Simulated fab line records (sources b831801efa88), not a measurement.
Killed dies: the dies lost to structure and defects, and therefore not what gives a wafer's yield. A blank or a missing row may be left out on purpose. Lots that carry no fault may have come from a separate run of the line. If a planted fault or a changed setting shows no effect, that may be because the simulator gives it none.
A struck lot beside a sound one / flow gf180mcu / 14 steps out of a route of 602
Sound: the wafers L638.1, L638.3, L638.5. Wafers struck: L628.1, L628.3, L628.6. The cause is given at the end.
At each step with rows: each side's tool, then ch and its chambers, then its first start. Under that, the readings that differ: sound wafers / struck wafers / difference of the means / sigmas: that difference in standard deviations of wafers without a fault.
alike: same words and numbers on both sides, and readings whose means sit less than 2 such deviations apart. not compared: any withheld reading, any reading some wafer has no value for, any bound like >300 that may hide the same value, and any number with overlapping values for which the record gives no deviation.
The two part at a step that has a row with sigmas, a row that says differs or no value, or rows on one side only. Numbers that have no deviation but don't overlap get no sigmas and don't part them. A reading that every wafer of one side lacks parts them only if that side has two wafers or more.

GF_HV_LDD_RS_MEAS_53: measures by four-point-probe.
  sound on film-metro-04 at day 18 05:11; struck on film-metro-02 at day 14 09:24
  alike: HV_LDD_RS
then, 1 step without rows for these wafers: GF_HV_LDD_CVD_54 (deposits SiO2 from TEOS, target thk 10 nm, time 75 s).
GF_HV_LDD_THK_MEAS_55:
  sound on film-metro-01 at day 18 06:35; struck on film-metro-02 at day 14 11:03
  alike: HV_LDD_CVD_54_THK
then, 1 step without rows for these wafers: GF_HV_LDD_CVD_56 (deposits Si3N4 from DCS/NH3, target thk 90 nm, time 1543 s).
GF_HV_LDD_THK_MEAS_57:
  sound on film-metro-04 at day 18 08:04; struck on film-metro-02 at day 14 13:15
  alike: HV_LDD_CVD_56_THK
GF_HV_LDD_ETCHBACK_58: etches Si3N4 in CH3F/O2, stops on SiO2, time 100 s, target depth 90 nm.
  sound on rie-diel-02 ch 1,2,3, day 18 08:08; struck on rie-diel-01 ch 0,3, day 14 13:19
  alike: bias-w, drypump-motor-current-A, oes-product-au, throttle-valve-pct
  not compared: rf-hours-counter-h
then, 6 steps without rows for these wafers: GF_NSD_DEHYDRATE_00 (time 60 s); GF_NSD_HMDS_01 (prime time 60 s); GF_NSD_COAT_02 (resist thk 1000 nm); GF_NSD_SOFTBAKE_03 (time 60 s); GF_NSD_EXPOSE_04 (exposes mask Nplus, target cd 400 nm); GF_NSD_PEB_05.
GF_NSD_DEVELOP_06: develop time 60 s.
  struck on litho-track-01, day 15 10:21; sound on litho-track-03 ch 0, day 19 07:46
  no value came back on the struck wafers for chill-plate-temp-C (C), develop-time-s (s), exhaust-pa (Pa), resist-line-temp-C (C); on the sound wafers chill-plate-temp-C (C) reads 22.86 23.01 23.01
GF_NSD_CD_MEAS_07: the cd target is 400 nm.
  sound on cd-sem-01 at day 19 07:55; struck on cd-sem-01 at day 15 10:30
reading=cd-nm (nm); sound=398.9 397.6 398.1; struck=- - -; difference=no value on the struck wafers; sigmas=

== WHERE THEY PART ==
Last at GF_NSD_CD_MEAS_07 as far as this record goes, first at GF_NSD_DEVELOP_06.

WHY: what the simulator had put in
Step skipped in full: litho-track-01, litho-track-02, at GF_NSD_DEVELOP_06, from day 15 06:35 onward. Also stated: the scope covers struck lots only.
